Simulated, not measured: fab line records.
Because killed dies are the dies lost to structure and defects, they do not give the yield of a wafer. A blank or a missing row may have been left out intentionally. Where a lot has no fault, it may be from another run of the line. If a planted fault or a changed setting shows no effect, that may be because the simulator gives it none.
Problem report, 8D (eight disciplines) form, completed by code | flow sky130 | the parts of the form that need people (team, actions taken, sign-off) are left out

== 1. THE PROBLEM ==
SKY_FIELD_ISO_ETCH_17, run length s: mean 116.7 s on 2 wafers (1 lot); fault-free wafers 125.7 s, standard deviation 0.4. Relative to the usual mean, that is a shift of -23 standard deviations.
The step: etches Si in HBr/Cl2/O2, target depth 342 nm, time 97.7 s.
First seen on wafer L307.3, day 4 08:52, on rie si-02. The record has a number at this step for 15 wafers belonging to 5 lots. The rule behind "out" and "out of limits": a value lying over 4 standard deviations away from the usual mean. The rest of the wafers with a number are treated as sound.

== 2. WHAT THIS IS AND IS NOT ==
question                    | is               | is not
which readings at this step | run length s     | drypump motor current A, oes product au, throttle valve pct
which lots                  | L307             | L299, L302, L315, L317
which wafers of those lots  | L307.3, L307.5   | L307.2
read on which tools         | rie si-02        | rie si-01
when                        | from day 4 08:52 | up to then (7 sound wafers); but 6 sound wafers of L315, L317 came after

== 3. THE SUSPECTS, EACH WITH WHAT RULES IT OUT ==
Counting: any tool at a process step up to the reading remains a suspect provided it ran every lot that is out. Sound lots after the first of them don't rule it out here, since some wafers of a struck lot are sound.
- rie diel-03 at SKY_FIELD_ISO_ETCH_14 (etches BARC in N2/H2, stops on SiO2, time 45.9 s, target depth 60 nm): kept. It processed L307, the lot that is out, at day 4 08:40, and its most recent sound lot before then was L302 at day 3 06:28.
- rie diel-03 at SKY_FIELD_ISO_ETCH_15 (etches the open film in CHF3/O2, stops on Si, target depth 180 nm, time 72 s): kept. It processed L307, the lot that is out, at day 4 08:43, and its most recent sound lot before then was L302 at day 3 06:31.
- plasma asher-04 at SKY_FIELD_ISO_STRIP_16 (strips in O2/N2): kept. It ran the lot that is out, L307 (day 4 08:46).
- rie si-02 at SKY_FIELD_ISO_ETCH_17 (etches Si in HBr/Cl2/O2, target depth 342 nm, time 97.7 s): kept. It processed L307, the lot that is out, at day 4 08:52, and its most recent sound lot before then was L302 at day 3 06:40. Out on those wafers are its own readings of run length s.
- The sound lot-mates ran in chamber 1 of rie si-02 at SKY_FIELD_ISO_ETCH_17, but the wafers that are out ran in chamber 0.
Left after counting: rie diel-03 at SKY_FIELD_ISO_ETCH_14, rie diel-03 at SKY_FIELD_ISO_ETCH_15, plasma asher-04 at SKY_FIELD_ISO_STRIP_16, rie si-02 at SKY_FIELD_ISO_ETCH_17.

== 4. THE CAUSE (what the simulator had put in) ==
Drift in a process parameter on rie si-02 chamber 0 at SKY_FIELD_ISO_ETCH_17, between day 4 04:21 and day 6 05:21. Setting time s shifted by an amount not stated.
After counting, 4 suspects remain, this tool included.

== 5. SEQUENCE OF EFFECTS, ordered by route ==
Each row: a reading whose mean over the struck wafers that have a number lies more than 3 standard deviations from the usual. Only readings for which the record gives a usual standard deviation are gone through. hours: the time from each lot's start at the first step in this table that gives one to its start at this step, as a median over the lots. sigmas: the change in usual standard deviations.
hours | step                  | reading      | usual   | on struck wafers | change | sigmas
0     | SKY_FIELD_ISO_ETCH_17 | run length s | 125.7 s | 116.7            | -9.0   | -23
Its process steps:
- SKY_FIELD_ISO_ETCH_17: etches Si in HBr/Cl2/O2, target depth 342 nm, time 97.7 s.

== 6. WHAT WOULD HAVE CAUGHT IT SOONER ==
The fault began at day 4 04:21; the first out-of-limits reading in this record came at day 4 08:52, 5 hours later.
